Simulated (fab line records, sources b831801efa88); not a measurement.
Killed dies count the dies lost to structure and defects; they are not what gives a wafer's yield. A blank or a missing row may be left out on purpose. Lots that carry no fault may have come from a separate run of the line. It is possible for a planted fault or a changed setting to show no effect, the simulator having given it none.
Chamber matching | flow gf180mcu | GF_V3_CMP_26 on cmp-01 has 4 sister chambers
The step polishes, stops on SiO2, t overpolish 15 s, target thk 0 nm. 30 wafers are shown with their chamber, then 12 later ones without.

## WAFERS, EACH WITH ITS CHAMBER
wafer  | chamber | motorCurrentA (A) | timeToEndpointS (s) | overpolishRunS (s)
L074.3 | 1       | 8.9               | 83                  | 15.003
L074.4 | 0       | 9.3               | 88                  | 14.980
L074.5 | 2       | 10.6              | 87                  | 14.973
L075.2 | 3       | 12.8              | 85                  | 14.988
L075.3 | 2       | 11.0              | 90                  | 15.009
L075.4 | 0       | 9.0               | 95                  | 15.003
L078.2 | 1       | 9.3               | 87                  | 14.996
L078.4 | 0       | 9.0               | 87                  | 15.000
L078.5 | 1       | 8.9               | 87                  | 14.995
L079.1 | 3       | 12.6              | 83                  | 14.988
L079.4 | 0       | 9.0               | 90                  | 14.999
L079.6 | 3       | 12.6              | 76                  | 15.002
L081.2 | 0       | 9.3               | 86                  | 15.016
L081.3 | 2       | 10.7              | 87                  | 15.017
L081.6 | 3       | 12.6              | 83                  | 14.994
L083.3 | 2       | 11.1              | 81                  | 14.995
L083.4 | 3       | 12.9              | 76                  | 15.003
L083.5 | 2       | 10.6              | 86                  | 15.006
L084.2 | 1       | 9.4               | 89                  | 14.992
L084.5 | 3       | 12.7              | 83                  | 14.988
L084.6 | 0       | 9.6               | 91                  | 15.006
L085.2 | 1       | 9.6               | 87                  | 15.009
L085.3 | 2       | 10.0              | 90                  | 14.982
L085.5 | 1       | 8.6               | 84                  | 14.994
L089.2 | 3       | 12.8              | 77                  | 14.987
L089.4 | 0       | 9.5               | 81                  | 14.994
L089.5 | 0       | 8.9               | 84                  | 14.994
L090.2 | 1       | 8.9               | 81                  | 15.002
L090.4 | 2       | 11.2              | 83                  | 15.012
L090.5 | 1       | 9.2               | 83                  | 14.999

SIGNATURES (averages over the wafers above)
reading         | chamber 0 | chamber 1 | chamber 2 | chamber 3 | scatter within a chamber
motorCurrentA   | 9.200     | 9.100     | 10.743    | 12.714    | 0.299
timeToEndpointS | 87.75     | 85.12     | 86.29     | 80.43     | 3.63
overpolishRunS  | 14.99900  | 14.99875  | 14.99914  | 14.99286  | 0.0106
Rule: for a wafer and a chamber, the distance is found by dividing, reading by reading, the gap between the wafer's reading and the chamber's mean by the reading's scatter, squaring, summing and taking the root. The wafer belongs to the nearest chamber; if the next one is less than 2 further off, it can't be placed. The scatter: the root of (the sum of the squares of (reading less its chamber's mean) over the shown wafers, divided by (wafers less chambers)).

## WAFERS WHOSE CHAMBER IS MISSING
wafer  | motorCurrentA (A) | timeToEndpointS (s) | overpolishRunS (s)
L092.1 | 12.3              | 77                  | 14.994
L092.2 | 9.2               | 84                  | 14.999
L092.3 | 10.5              | 86                  | 15.011
L093.2 | 12.3              | 79                  | 15.001
L093.4 | 8.9               | 88                  | 14.989
L093.5 | 9.8               | 83                  | 14.987
L094.2 | 9.4               | 93                  | 15.001
L094.3 | 12.4              | 85                  | 14.998
L094.4 | 9.0               | 89                  | 14.994
L096.1 | 8.7               | 88                  | 15.000
L096.2 | 12.3              | 75                  | 15.015
L096.4 | 11.1              | 85                  | 14.996

## WHICH CHAMBER EACH WENT THROUGH
wafer  | from the rows above          | in truth
L092.1 | 3                            | 3
L092.2 | can't be placed: 1 or 0      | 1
L092.3 | 2                            | 2
L093.2 | 3                            | 3
L093.4 | can't be placed: 0 or 1      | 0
L093.5 | can't be placed: 0 or 1 or 2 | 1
L094.2 | can't be placed: 0 or 1      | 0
L094.3 | 3                            | 3
L094.4 | can't be placed: 0 or 1      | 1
L096.1 | can't be placed: 1 or 0      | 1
L096.2 | 3                            | 3
L096.4 | 2                            | 2
6 of 12 placed correctly. Unplaceable from these rows: 6, with the true chamber sitting among the candidates in 6. Number placed wrongly: 0.
